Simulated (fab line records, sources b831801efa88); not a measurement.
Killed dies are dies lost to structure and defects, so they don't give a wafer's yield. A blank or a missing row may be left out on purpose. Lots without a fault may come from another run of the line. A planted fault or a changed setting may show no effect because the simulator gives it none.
Which tool did it? | flow gf180mcu | 13 lots, 39 wafers sampled, at 4 steps of a route of 602

WHAT THE GAUGES READ, wafer by wafer
GF_V4_OVL_MEAS_15.
lot  | measured     | on         | V4_OVL (nm)
L222 | day 24 08:35 | overlay-02 | 2 4 8
L224 | day 25 01:40 | overlay-01 | 7 3 5
L225 | day 25 09:44 | overlay-02 | 2 0 -3
L226 | day 25 15:25 | overlay-01 | -5 0 1
L228 | day 26 05:04 | overlay-02 | -4 1 -4
L229 | day 26 12:43 | overlay-01 | -8 -2 -4
L230 | day 26 21:53 | overlay-02 | 2 5 9
L232 | day 27 17:20 | overlay-02 | -5 -4 -7
L233 | day 28 00:21 | overlay-02 | 1 1 3
L240 | day 29 21:58 | overlay-02 | 3 -1 0
L243 | day 31 09:29 | overlay-02 | -9 -5 -3
L244 | day 31 10:04 | overlay-02 | -6 -7 -6
L245 | day 31 20:35 | overlay-01 | 6 6 -1

WHICH TOOL RAN EACH LOT (tool, then ch and the chambers of the sampled wafers, then the start)
lot  | GF_NWELL_COAT_02                 | GF_NWELL_STRIP_10                   | GF_V3_CVD_02
L222 | litho_track-03 ch 0, day 2 23:54 | plasma_asher-01 ch 0,1, day 3 07:07 | pecvd-04 ch 0,2, day 21 08:08
L224 | litho_track-02 ch 0, day 3 12:03 | plasma_asher-01 ch 0,1, day 3 19:01 | pecvd-02 ch 0,2, day 22 02:44
L225 | litho_track-02 ch 0, day 3 17:17 | plasma_asher-04 ch 0,1, day 4 00:33 | pecvd-03 ch 0,1,2, day 22 11:37
L226 | litho_track-03 ch 0, day 3 22:57 | plasma_asher-04 ch 0,1, day 4 06:10 | pecvd-03 ch 0,1,2, day 22 17:43
L228 | litho_track-02 ch 0, day 4 08:17 | plasma_asher-01 ch 0,1, day 4 15:58 | pecvd-02 ch 0,1,2, day 23 09:18
L229 | litho_track-01 ch 0, day 4 13:37 | plasma_asher-01 ch 0,1, day 4 20:34 | pecvd-03 ch 0,2, day 23 16:27
L230 | litho_track-02 ch 0, day 4 20:27 | plasma_asher-01 ch 0,1, day 5 04:05 | pecvd-03 ch 0,1,2, day 24 01:07
L232 | litho_track-01 ch 0, day 5 07:11 | plasma_asher-02 ch 0,1, day 5 14:35 | pecvd-04 ch 0,1, day 24 23:16
L233 | litho_track-02 ch 0, day 5 14:32 | plasma_asher-01 ch 0,1, day 5 22:59 | pecvd-02 ch 0,2, day 25 06:19
L240 | litho_track-01 ch 0, day 7 03:55 | plasma_asher-01 ch 0,1, day 7 11:16 | pecvd-02 ch 1,2, day 27 08:58
L243 | litho_track-01 ch 0, day 8 05:16 | plasma_asher-02 ch 0,1, day 8 13:35 | pecvd-03 ch 0,1,2, day 28 22:51
L244 | litho_track-03 ch 0, day 8 05:40 | plasma_asher-01 ch 0,1, day 8 14:01 | pecvd-04 ch 0,1,2, day 29 00:26
L245 | litho_track-03 ch 0, day 8 17:19 | plasma_asher-02 ch 0,1, day 9 02:22 | pecvd-03 ch 0,2, day 29 11:24
- GF_NWELL_COAT_02: resist thk 3000 nm.
- GF_NWELL_STRIP_10: strips in O2/N2.
- GF_V3_CVD_02: deposits SiO2 from TEOS, target thk 850 nm, time 94.851 s.

WHAT THE TOOLS THEMSELVES READ (means of the sampled wafers that have a number; where no wafer has one, the mark that the record gives instead)
GF_NWELL_COAT_02.
lot  | tool           | resist_line_temp_C (C)
L222 | litho_track-03 | 22.98
L224 | litho_track-02 | 22.93
L225 | litho_track-02 | 22.99
L226 | litho_track-03 | 22.98
L228 | litho_track-02 | 22.89
L229 | litho_track-01 | 23.02
L230 | litho_track-02 | 23.06
L232 | litho_track-01 | 23.03
L233 | litho_track-02 | 23.15
L240 | litho_track-01 | 22.95
L243 | litho_track-01 | 22.91
L244 | litho_track-03 | 22.98
L245 | litho_track-03 | 22.90

GF_NWELL_STRIP_10.
lot  | tool            | drypump_motor_current_A (A) | heater_power_w (W) | oes_product_au (a.u.) | strip_time_to_endpoint_s (s)
L222 | plasma_asher-01 | 5.2                         | 328                | 0.719                 | 36.89
L224 | plasma_asher-01 | 5.4                         | 320                | 0.721                 | 36.90
L225 | plasma_asher-04 | 6.0                         | 306                | 0.721                 | 36.94
L226 | plasma_asher-04 | 5.8                         | 330                | 0.721                 | 36.98
L228 | plasma_asher-01 | 5.4                         | 322                | 0.721                 | 36.88
L229 | plasma_asher-01 | 5.2                         | 331                | 0.724                 | 37.07
L230 | plasma_asher-01 | 5.2                         | 332                | 0.723                 | 36.84
L232 | plasma_asher-02 | 5.6                         | 367                | 0.726                 | 36.98
L233 | plasma_asher-01 | 5.4                         | 313                | 0.724                 | 37.00
L240 | plasma_asher-01 | 5.2                         | 330                | 0.725                 | 38.53
L243 | plasma_asher-02 | 5.6                         | 371                | 0.720                 | 38.47
L244 | plasma_asher-01 | 5.4                         | 317                | 0.720                 | 36.88
L245 | plasma_asher-02 | 5.7                         | 358                | 0.723                 | 36.81

GF_V3_CVD_02.
lot  | tool     | heater_power_w (W)
L222 | pecvd-04 | 555
L224 | pecvd-02 | 529
L225 | pecvd-03 | 679
L226 | pecvd-03 | 652
L228 | pecvd-02 | 601
L229 | pecvd-03 | 708
L230 | pecvd-03 | 664
L232 | pecvd-04 | 578
L233 | pecvd-02 | 563
L240 | pecvd-02 | 562
L243 | pecvd-03 | 673
L244 | pecvd-04 | 621
L245 | pecvd-03 | 725

THE ANSWER, worked out from the rows above alone
Rule: what is usual is taken from the lots themselves. Put in order of their means at a reading, lots are off if they are a third of the lots or fewer, leave a main group of 4 or more, and stand apart from it by a gap of 3 or more times the standard deviation of the main group's means; of several such gaps the widest counts. A main group whose means are all the same, to the digits that the tables above print for the reading, isn't used. A lot without any number at a reading at which 4 lots or more have one is off too. The other lots that the step has rows for count as sound. The gauges are gone through in route order, then the tools' own readings, and for those a lot's mean is taken as printed above. The first step at which some lot is off is used, and at that step the reading that is off furthest; a lot without a number counts as furthest.
Off: L240, L243, at GF_NWELL_STRIP_10 (strip_time_to_endpoint_s). The main group: mean 36.92 s, standard deviation 0.073.
A tool fits if, at that step or a process step before it, it ran every lot that is off, and no sound lot after the first of them. One fits: litho_track-01 at GF_NWELL_COAT_02. Its last sound lot is L232 (day 5 07:11), its first lot that is off L240 (day 7 03:55): a fault that began between those two fits.

WHAT THE SIMULATOR HAD PUT IN
Process parameter drift: litho_track-01, from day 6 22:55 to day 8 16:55, at GF_NWELL_COAT_02. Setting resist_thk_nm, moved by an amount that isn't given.
Lots struck among those shown: L240, L243. The rule above found the same.
